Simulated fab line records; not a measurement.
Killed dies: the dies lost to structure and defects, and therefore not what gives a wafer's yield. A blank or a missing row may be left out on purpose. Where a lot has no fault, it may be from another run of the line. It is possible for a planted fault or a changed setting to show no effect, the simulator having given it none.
Which of the tools did it? | flow sky130 | 33 wafers from 11 lots sampled at 3 of the route's 708 steps

## WHAT THE GAUGES READ, wafer by wafer
SKY_NWELL_THK_MEAS_02.
lot  | measured    | on            | NWELL_OXIDATION_THK (nm)
L224 | day 2 22:41 | film_metro-03 | 10.11 10.03 10.14
L226 | day 3 07:37 | film_metro-01 | 10.07 10.10 10.17
L230 | day 4 03:34 | film_metro-01 | 12.15 12.04 12.12
L231 | day 4 03:34 | film_metro-02 | 12.25 12.10 12.21
L234 | day 4 17:37 | film_metro-01 | 10.24 10.27 10.10
L235 | day 5 01:30 | film_metro-02 | 10.26 10.04 10.28
L236 | day 5 02:53 | film_metro-01 | 10.20 10.06 10.21
L237 | day 5 06:49 | film_metro-01 | 9.96 9.99 9.92
L241 | day 6 05:04 | film_metro-02 | 10.34 10.33 10.32
L242 | day 6 09:27 | film_metro-03 | 9.93 10.25 10.21
L243 | day 6 14:17 | film_metro-02 | 10.14 10.30 10.09

## TOOL THAT RAN EACH LOT (tool first, then ch and the chambers of the sampled wafers, then the start)
lot  | SKY_FIELD_ISO_CMP_27         | SKY_NWELL_OXIDATION_01
L224 | cmp-01 ch 1,2,3, day 2 16:04 | furnace-02 ch 0, day 2 21:16
L226 | cmp-01 ch 0,2,3, day 3 05:01 | furnace-01 ch 0, day 3 06:13
L230 | cmp-02 ch 1,3, day 3 23:31   | furnace-01 ch 0, day 4 02:09
L231 | cmp-02 ch 1,3, day 4 01:05   | furnace-01 ch 0, day 4 02:09
L234 | cmp-02 ch 0,1, day 4 15:16   | furnace-02 ch 0, day 4 16:11
L235 | cmp-02 ch 1,2,3, day 4 22:22 | furnace-02 ch 0, day 5 00:06
L236 | cmp-02 ch 1,2, day 5 00:13   | furnace-02 ch 0, day 5 01:30
L237 | cmp-02 ch 0,2,3, day 5 04:26 | furnace-02 ch 0, day 5 05:24
L241 | cmp-01 ch 0,1,3, day 6 02:43 | furnace-02 ch 0, day 6 03:38
L242 | cmp-02 ch 1,2,3, day 6 06:41 | furnace-02 ch 0, day 6 08:02
L243 | cmp-02 ch 2,3, day 6 11:48   | furnace-02 ch 0, day 6 12:53
- SKY_FIELD_ISO_CMP_27: polishes, stops on Si3N4, t overpolish 16 s, target thk 457.8 nm.
- SKY_NWELL_OXIDATION_01: stabilise 600 s, purge 300 s, target thk 10 nm.

## THE ANSWER, worked out from the rows above alone
Rule: the lots themselves supply what counts as usual. The widest of any qualifying gaps counts: lots, ordered by their means at a reading, are off when they make up no more than a third of the lots, leave a main group of 4 or more, and stand apart from it by 3 or more times the standard deviation of that group's means. Not used: any main group whose means are identical at the precision the tables above print for the reading. A lot without any number at a reading at which 4 lots or more have one is off too. The other lots that the step has rows for count as sound.
Off: L230, L231, seen at SKY_NWELL_THK_MEAS_02 (NWELL_OXIDATION_THK). The main group has a mean of 10.15 nm with a standard deviation of 0.094.
A tool fits if, at a process step before that reading, it ran every lot that is off, and no sound lot after the first of them. The gauges at SKY_NWELL_THK_MEAS_02 are tried like those tools. One fits: SKY_NWELL_OXIDATION_01 on furnace-01. Its last sound lot is L226 (day 3 06:13), its first lot that is off L230 (day 4 02:09): a fault that began between those two fits.

## WHAT THE SIMULATOR HAD PUT IN
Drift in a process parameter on furnace-01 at SKY_NWELL_OXIDATION_01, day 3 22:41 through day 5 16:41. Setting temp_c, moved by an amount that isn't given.
Shown lots that were struck: L231, L230. The same result came from the rule above.
